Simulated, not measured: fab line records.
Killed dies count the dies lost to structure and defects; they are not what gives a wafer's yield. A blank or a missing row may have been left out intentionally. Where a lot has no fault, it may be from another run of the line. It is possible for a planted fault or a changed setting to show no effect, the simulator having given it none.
2 desks looking at one fault || flow gf180mcu || every desk sees just its own numbers, and what lay behind them comes last

TOOL OWNER'S DESK, cvdW-02
The tool's own readings at GF_V1_CVD_23 (deposits W, target thk 350 nm, time 105.05 s): means of the sampled wafers that have a number, for each lot that ran on this tool. If a lot's mean is further than 4 standard deviations from the usual mean, the lot is out of limits and carries the mark OUT (the distance appears in the brackets).
Columns: A = chamberPressureTorr at GF_V1_CVD_23, usual 40.02 Torr; B = heaterPowerW at GF_V1_CVD_23, usual 861 W; C = susceptorTempC at GF_V1_CVD_23, usual 400.06 C
{"lot": "L590", "first seen here": "day 19 10:29", "A": 40.02, "B": 870, "C": 400.25}
{"lot": "L592", "first seen here": "day 20 05:55", "A": 40.00, "B": 866, "C": 400.28}
{"lot": "L599", "first seen here": "day 22 18:21", "A": 39.91, "B": 912, "C": 400.10}
{"lot": "L600", "first seen here": "day 23 00:12", "A": 39.96, "B": 910, "C": 399.94}
{"lot": "L601", "first seen here": "day 23 11:03", "A": 40.11, "B": 936, "C": 399.98}
{"lot": "L603", "first seen here": "day 23 21:49", "A": 40.03, "B": 926, "C": 399.95}
{"lot": "L604", "first seen here": "day 24 07:44", "A": 40.09, "B": 862, "C": 400.03}
{"lot": "L610", "first seen here": "day 26 09:26", "A": "41.19 (+13) OUT", "B": 923, "C": 400.36}
This desk's finding: out of limits on L610; first on L610, day 26 09:26 (chamberPressureTorr at GF_V1_CVD_23). In limits: L590, L592, L599, L600, L601, L603, L604.

FROM THE METROLOGY DESK
Means of the sampled wafers that have a number, per lot and without regard to the tool the lot ran on: this is what the gauges read. If a lot's mean is further than 4 standard deviations from the usual mean, the lot is out of limits and carries the mark OUT (the distance appears in the brackets).
Columns: A = V1_BOW at GF_V1_BOW_MEAS_05, usual 82 um
{"lot": "L588", "first seen here": "day 17 10:25", "A": 77}
{"lot": "L589", "first seen here": "day 17 22:06", "A": 84}
{"lot": "L590", "first seen here": "day 18 08:41", "A": 85}
{"lot": "L591", "first seen here": "day 18 18:16", "A": 78}
{"lot": "L592", "first seen here": "day 19 03:48", "A": 84}
{"lot": "L597", "first seen here": "day 21 00:18", "A": 89}
{"lot": "L599", "first seen here": "day 21 18:09", "A": 79}
{"lot": "L600", "first seen here": "day 22 00:01", "A": 87}
{"lot": "L601", "first seen here": "day 22 11:26", "A": 68}
{"lot": "L603", "first seen here": "day 22 22:23", "A": 85}
{"lot": "L604", "first seen here": "day 23 08:50", "A": 76}
{"lot": "L610", "first seen here": "day 25 11:55", "A": 87}
Result from this desk: across the 12 lots, nothing is out of limits.

TAKEN TOGETHER
An alarm could have come from the tool owner's desk at day 26 09:26, on L610.
The metrology desk saw nothing out of limits.
The metrology desk holds a record of L610, inside its limits.
On cvdW-02, each named lot ran GF_V1_CVD_23.

WHAT WAS PUT IN BY THE SIMULATOR
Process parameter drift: cvdW-02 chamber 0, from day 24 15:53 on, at GF_V1_CVD_23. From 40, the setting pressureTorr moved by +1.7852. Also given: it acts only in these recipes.
Shown lots that were struck: L610.
Hours from the fault's start to each desk's first reading out of limits: the tool owner's desk, 42.
